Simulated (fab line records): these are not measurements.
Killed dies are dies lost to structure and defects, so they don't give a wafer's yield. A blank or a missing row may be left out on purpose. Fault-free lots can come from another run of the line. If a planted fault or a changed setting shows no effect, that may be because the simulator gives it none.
Comparing a struck lot with a sound one -- flow sfq line -- 25 out of 325 route steps
Sound: wafers L887.1, L887.3, L887.4. Struck: wafer L903.4; the same lot's L903.1 was not struck, so it is left out; see the end for the cause.
Per side, at each step with rows, come the tool, then ch with its chambers, and then its first start. Under that, the readings that differ: sound wafers -- struck wafers -- difference of the means -- sigmas: that difference in standard deviations of wafers without a fault.
alike: readings whose means differ by less than 2 such deviations, and words and numbers that are the same on both sides. not compared: withheld readings, readings that some wafer has no value for, bounds like >300 that may hide the same value, and numbers for which the record gives no deviation and whose values overlap.
A row with sigmas, a row that says differs or no value, or rows on one side alone: a step with any of these is where the two part. Non-overlapping numbers with no deviation appear without sigmas and do not part them. Lack of a reading on every wafer of one side parts them only where that side has two or more wafers.

first, 6 steps without rows for these wafers: SFQ_TRILAYER_M7_LITHO_COAT_182 (resist thk 62 nm); SFQ_TRILAYER_M7_LITHO_COAT_177 (resist thk 600 nm); SFQ_TRILAYER_M7_LITHO_SOFTBAKE_181; SFQ_TRILAYER_M7_LITHO_EXPOSE_178 (exposes mask M7, target cd 500 nm); SFQ_TRILAYER_M7_LITHO_PEB_180 (peb time 60 s); SFQ_TRILAYER_M7_LITHO_DEVELOP_179 (time 60 s).
SFQ_M7_OVL_MEAS_945:
  sound on overlay-01 at day 72 07:07; struck on overlay-02 at day 86 05:03
  alike: M7_OVL
then, 1 step without rows for these wafers: SFQ_TRILAYER_M7_BARC_OPEN_METAL_ETCH_229 (etches BARC in O2, target depth 125 nm, time 41.7 s).
SFQ_TRILAYER_M7_ETCH_METAL_ETCH_180: etches Nb in Cl2/Ar, stops on SiO2, target depth 240 nm, time 120 s.
  sound on rie metal-03 ch 0,1, day 72 07:12; struck on rie metal-03 ch 1, day 86 05:12
  alike: drypump motor current A, oes product au
  not compared: rf hours counter h
SFQ_TRILAYER_M7_STRIP_STRIP_181: strips in O2.
  sound on rie metal-03 ch 0,1, day 72 07:20; struck on rie metal-03 ch 1, day 86 05:27
  alike: drypump motor current A, oes product au
  not compared: rf hours counter h
then, 1 step without rows for these wafers: SFQ_TRILAYER_M7_STRIP_SOLV_CLEAN_182 (cleans in NMP, time 600 s).
SFQ_TRILAYER_I7_DEP_PECVD_183: deposits SiO2 from SiH4/N2O, time 111.11 s, target thk 500 nm.
  sound on pecvd-03 ch 0,1,2, day 72 08:07; struck on pecvd-03 ch 0, day 86 06:50
  alike: heater power outer w, heater power w, susceptor temp C, throttle valve pct
SFQ_TRILAYER_I7_CMP_CMP_184: polishes SiO2.
  sound on cmp-01 ch 0,1,3, day 72 08:53; struck on cmp-02 ch 0, day 86 07:25
reading,sound,struck,difference,sigmas
time to endpoint s (s),213 207 226,191,-24,-3
model.SiO2_of_TRILAYER_I7_DEP_PECVD_183.thk nm (nm),202 199.1 200.3,251.4,+50.9,
  alike: motor current A, retaining ring pressure frac
SFQ_I7_BOW_MEAS_946:
  sound on film metro-02 at day 72 11:53; struck on film metro-03 at day 86 09:55
  alike: I7_BOW
SFQ_TRILAYER_I7_METRO_MEASURE_185:
  sound on film metro-02 at day 72 12:00; struck on film metro-03 at day 86 10:02
reading,sound,struck,difference,sigmas
thk nm (nm),202.1 199.1 200.3,251.5,+51.0,+46
then, 6 steps without rows for these wafers: SFQ_TRILAYER_I7_VIA_LITHO_COAT_192 (resist thk 62 nm); SFQ_TRILAYER_I7_VIA_LITHO_COAT_187 (resist thk 650 nm); SFQ_TRILAYER_I7_VIA_LITHO_SOFTBAKE_191; SFQ_TRILAYER_I7_VIA_LITHO_EXPOSE_188 (exposes mask I7, target cd 1000 nm); SFQ_TRILAYER_I7_VIA_LITHO_PEB_190 (peb time 60 s); SFQ_TRILAYER_I7_VIA_LITHO_DEVELOP_189 (time 60 s).
SFQ_I7_OVL_MEAS_947:
  sound on overlay-01 at day 77 00:56; struck on overlay-01 at day 86 20:16
  alike: I7_OVL
SFQ_TRILAYER_I7_VIA_BARC_OPEN_VIA_ETCH_260: etches BARC in O2, target depth 125 nm, time 41.7 s.
  sound on rie diel-03 ch 0,2,3, day 77 00:58; struck on rie diel-03 ch 0, day 86 20:18
reading,sound,struck,difference,sigmas
oes product au (a.u.),0.679 0.688 0.690,0.670,-0.016,-3
  alike: drypump motor current A
  not compared: rf hours counter h
SFQ_TRILAYER_I7_VIA_ETCH_VIA_ETCH_190: etches SiO2 in CHF3, stops on Nb, target depth 260 nm.
  sound on rie diel-03 ch 0,2,3, day 77 01:01; struck on rie diel-03 ch 0, day 86 20:20
reading,sound,struck,difference,sigmas
oes product au (a.u.),0.855 0.856 0.854,0.976,+0.121,+24
model.etch.depth nm (nm),202 199.1 200.3,251.4,+50.9,
model.I7.feature depth nm (nm),202 199.1 200.3,251.4,+50.9,
  alike: drypump motor current A
SFQ_TRILAYER_I7_VIA_STRIP_STRIP_191: strips in O2.
  sound on rie metal-02 ch 0,1, day 77 01:08; struck on rie metal-02 ch 0, day 86 20:27
reading,sound,struck,difference,sigmas
oes product au (a.u.),1.003 1.003 0.995,0.969,-0.031,-3
  alike: drypump motor current A
  not compared: rf hours counter h

## WHERE THEY PART
Earliest at SFQ_TRILAYER_I7_CMP_CMP_184; latest, in this record, at SFQ_TRILAYER_I7_VIA_STRIP_STRIP_191.

WHY: whatever the simulator had introduced
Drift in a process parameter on cmp-02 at SFQ_TRILAYER_I7_CMP_CMP_184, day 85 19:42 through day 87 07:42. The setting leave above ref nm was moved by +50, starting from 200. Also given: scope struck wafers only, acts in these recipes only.
